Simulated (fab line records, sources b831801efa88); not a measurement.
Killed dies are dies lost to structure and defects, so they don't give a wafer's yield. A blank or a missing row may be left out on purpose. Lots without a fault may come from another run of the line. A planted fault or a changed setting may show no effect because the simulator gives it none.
Chamber matching | flow sky130 | SKY_CAP2M_CVD_00 on pecvd-02: 3 sister chambers
The step deposits SiO2, target thk 15.5 nm. 16 wafers are shown with their chamber, then 8 later ones without.

WAFERS WITH THEIR CHAMBER
wafer  | chamber | heater_power_w (W)
L432.1 | 2       | 799
L432.2 | 1       | 571
L432.5 | 2       | 777
L435.3 | 0       | 983
L435.4 | 2       | 785
L435.6 | 1       | 509
L436.2 | 0       | 923
L436.4 | 2       | 717
L436.5 | 0       | 932
L441.3 | 0       | 839
L441.5 | 0       | 836
L441.6 | 2       | 734
L449.2 | 2       | 806
L449.3 | 0       | 915
L449.6 | 1       | 433
L448.1 | 0       | 978

SIGNATURES (means of the wafers above)
reading        | chamber 0 | chamber 1 | chamber 2 | scatter within a chamber
heater_power_w | 915.14    | 504.33    | 769.67    | 53.4
Rule: a wafer's distance from a chamber is the root of the sum, over the readings, of the square of ((its reading less the chamber's mean) divided by the reading's scatter). The wafer belongs to the nearest chamber; if the next one is less than 2 further off, it can't be placed. The scatter: the root of (the sum of the squares of (reading less its chamber's mean) over the shown wafers, divided by (wafers less chambers)).

WAFERS WITHOUT THEIR CHAMBER
wafer  | heater_power_w (W)
L448.3 | 734
L448.4 | 931
L452.2 | 946
L452.3 | 512
L452.5 | 787
L454.2 | 503
L454.5 | 1010
L454.6 | 512

WHICH CHAMBER EACH WENT THROUGH
wafer  | from the rows above | in truth
L448.3 | 2                   | 2
L448.4 | 0                   | 0
L452.2 | 0                   | 0
L452.3 | 1                   | 1
L452.5 | 2                   | 2
L454.2 | 1                   | 1
L454.5 | 0                   | 0
L454.6 | 1                   | 1
Placed correctly: 8 of 8. Can't be placed from these rows: 0. Placed wrongly: 0.
